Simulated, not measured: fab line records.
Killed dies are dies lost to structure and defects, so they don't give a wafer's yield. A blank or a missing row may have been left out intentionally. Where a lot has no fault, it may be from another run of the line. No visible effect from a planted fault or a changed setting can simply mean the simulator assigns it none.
A struck lot beside a sound one ; flow sky130 ; 15 out of 708 route steps
Sound: the wafers L423.3, L423.4, L423.5. Wafers L439.1, L439.2, L439.6 were the ones struck. The cause is named last.
For every step that has rows: the tool of each side, followed by ch and its chambers, followed by its first start. Under that, the readings that differ: sound wafers ; struck wafers ; difference of the means ; sigmas: that difference in standard deviations of wafers without a fault.
alike: readings with means less than 2 such deviations apart, plus words and numbers identical on both sides. not compared: withheld readings, readings lacking a value on some wafer, bounds such as >300 that could conceal the same value, and numbers that have no deviation in the record and whose values overlap.
A row with sigmas, a row that says differs or no value, or rows on one side alone: a step with any of these is where the two part. Non-overlapping numbers with no deviation appear without sigmas and do not part them. Lack of a reading on every wafer of one side parts them only where that side has two or more wafers.

SKY_LDD_HVP_OVL_MEAS_07:
  sound: overlay-01 at day 22 02:16; struck: overlay-01 at day 28 15:22
  alike: LDD_HVP_OVL
following that, these wafers have no rows for 1 step: SKY_LDD_HVP_IMPLANT_08.
SKY_LDD_HVP_STRIP_09: strips in O2/N2.
  sound on plasma_asher-01 ch 0,1, day 22 02:29; struck on plasma_asher-02 ch 0,1, day 28 15:32
  alike: drypump_motor_current_A, oes_product_au, strip_time_to_endpoint_s
  not compared: rf_hours_counter_h
SKY_LDD_HVP_TW_MEAS_10:
  sound: film_metro-02 at day 22 02:34; struck: film_metro-02 at day 28 15:38
  alike: LDD_HVP_TW
then, 7 steps without rows for these wafers: SKY_LDD_LDN_DEHYDRATE_00 (time 60 s); SKY_LDD_LDN_HMDS_01 (prime time 60 s); SKY_LDD_LDN_COAT_02 (resist thk 1140 nm); SKY_LDD_LDN_SOFTBAKE_03 (time 60 s); SKY_LDD_LDN_EXPOSE_04 (exposes mask LDNTM, target cd 700 nm); SKY_LDD_LDN_PEB_05; SKY_LDD_LDN_DEVELOP_06 (develop time 60 s).
SKY_LDD_LDN_OVL_MEAS_07:
  sound: overlay-01 at day 23 08:40; struck: overlay-01 at day 29 19:40
  alike: LDD_LDN_OVL
SKY_LDD_LDN_IMPLANT_08:
  sound on implanter-04 ch 0, day 23 08:44; struck on implanter-04 ch 0, day 29 19:42
reading;sound;struck;difference;sigmas
dose_ions_cm2;1.2504e+13 1.25e+13 1.2484e+13;1.1656e+13 1.166e+13 1.1645e+13;-8.4233e+11;-77
faraday_current_uA;73.9 71.4 71.8;65.5 64.9 66.7;-6.7;-5
following that, these wafers have no rows for 1 step: SKY_LDD_LDN_IMPLANT_09.
-- record jumps: 21 days separate the struck wafers' starts on either side; left off in module LDD_LDN, taken up again in module PAD_OPEN, whose first shown step is the route's number 708 --
SKY_PAD_OPEN_PROBE_99:
  only the struck wafers here have rows in the record (prober-02, day 50 09:14); the sound ones have none

## WHERE THEY PART
At SKY_LDD_LDN_IMPLANT_08 first; at SKY_PAD_OPEN_PROBE_99 last (within this record only).

WHY: the cause the simulator had injected
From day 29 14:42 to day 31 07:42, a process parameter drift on implanter-04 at SKY_LDD_LDN_IMPLANT_08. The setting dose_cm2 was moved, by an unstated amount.
